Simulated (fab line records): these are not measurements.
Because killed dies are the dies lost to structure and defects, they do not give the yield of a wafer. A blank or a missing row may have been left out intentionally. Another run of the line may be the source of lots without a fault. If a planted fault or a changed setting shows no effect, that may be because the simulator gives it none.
Code-filled problem report in 8D (eight disciplines) form / flow gf180mcu / the parts of the form that need people (team, actions taken, sign-off) are left out

## 1. WHAT WENT WRONG
Mean of developerTempC at GF_M2_DEVELOP_13: 20.21 C across 6 wafers in 2 lots; on wafers with no fault it is 21.03 C (standard deviation 0.1). Relative to the usual mean, that is a shift of -8.2 standard deviations.
The step: develop time 60 s.
The first sign was on wafer L284.1 at day 24 08:25, on lithoTrack-01. Wafers with a number at this step in the record: 18, from 6 lots. Rule for "out", or "out of limits": more than 4 standard deviations from the usual mean. The other wafers with a number count as sound.

## 2. WHAT IT IS, WHAT IT ISN'T
question=which readings at this step; is=developerTempC; is not=-
question=which lots; is=L284, L285; is not=L271, L272, L276, L278
question=which wafers of those lots; is=all that have a number; is not=-
question=read on which tools; is=lithoTrack-01; is not=lithoTrack-02, lithoTrack-03
question=when; is=from day 24 08:25; is not=up to then (12 sound wafers)

## 3. SUSPECTS, AND WHAT RULES EACH OUT
Counting: a tool at a process step up to the reading stays a suspect if it ran every lot that is out and no sound lot after the first of them.
- pvdSputter-01 at GF_M2_SPUTTER_01 (material TiN, target thk 30 nm, time 25 s): kept. It ran every lot that is out, first L284 (day 23 09:25), and no sound lot after that; its last sound lot up to then is L276 (day 19 21:26).
- pvdSputter-01 at GF_M2_SPUTTER_02 (material AlCu, target thk 450 nm, time 23.9 s): kept. It ran every lot that is out, first L284 (day 23 09:26), and no sound lot after that; its last sound lot up to then is L276 (day 19 21:28).
- pvdSputter-01 at GF_M2_SPUTTER_03 (material Ti, target thk 10 nm, time 6.7 s): kept. It ran every lot that is out, first L284 (day 23 09:28), and no sound lot after that; its last sound lot up to then is L276 (day 19 21:30).
- pvdSputter-01 at GF_M2_SPUTTER_04 (material TiN, target thk 50 nm, time 41.7 s): kept. It ran every lot that is out, first L284 (day 23 09:29), and no sound lot after that; its last sound lot up to then is L276 (day 19 21:31).
- lithoTrack-01 at GF_M2_DEVELOP_13 (develop time 60 s): kept. It ran every lot that is out, first L284 (day 24 08:25), and no sound lot after that; its last sound lot up to then is L278 (day 21 21:24). On those wafers its own readings are out: developerTempC.
Left after counting: pvdSputter-01 at GF_M2_SPUTTER_01, pvdSputter-01 at GF_M2_SPUTTER_02, pvdSputter-01 at GF_M2_SPUTTER_03, pvdSputter-01 at GF_M2_SPUTTER_04, lithoTrack-01 at GF_M2_DEVELOP_13.

## 4. THE CAUSE (what the simulator had put in)
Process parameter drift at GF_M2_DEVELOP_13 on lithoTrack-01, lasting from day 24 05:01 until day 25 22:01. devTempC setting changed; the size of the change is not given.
This tool is one of the 5 suspects left after counting.

## 5. THE CHAIN OF EFFECTS, in route order
Rows list readings where the struck wafers' mean (over those with a number) sits beyond 3 standard deviations from the usual. Scope: only readings with a usual standard deviation given in the record; hours: median across lots of the time from each lot's start at the first step in this table that gives one to its start at this step; sigmas: change in usual standard deviations.
hours=0; step=GF_M2_DEVELOP_13; reading=developerTempC; usual=21.03 C; on struck wafers=20.21; change=-0.82; sigmas=-8.2
The process steps in it:
- GF_M2_DEVELOP_13: develop time 60 s.
At these later measuring or inspecting steps, every struck wafer for which the step has a row has a number for every such reading, and none has moved that far: GF_M2_CD_MEAS_14.

## 6. HOW IT WOULD HAVE BEEN CAUGHT EARLIER
In this record the first reading out of limits was taken at day 24 08:25, 3 hours after the fault began at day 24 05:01.
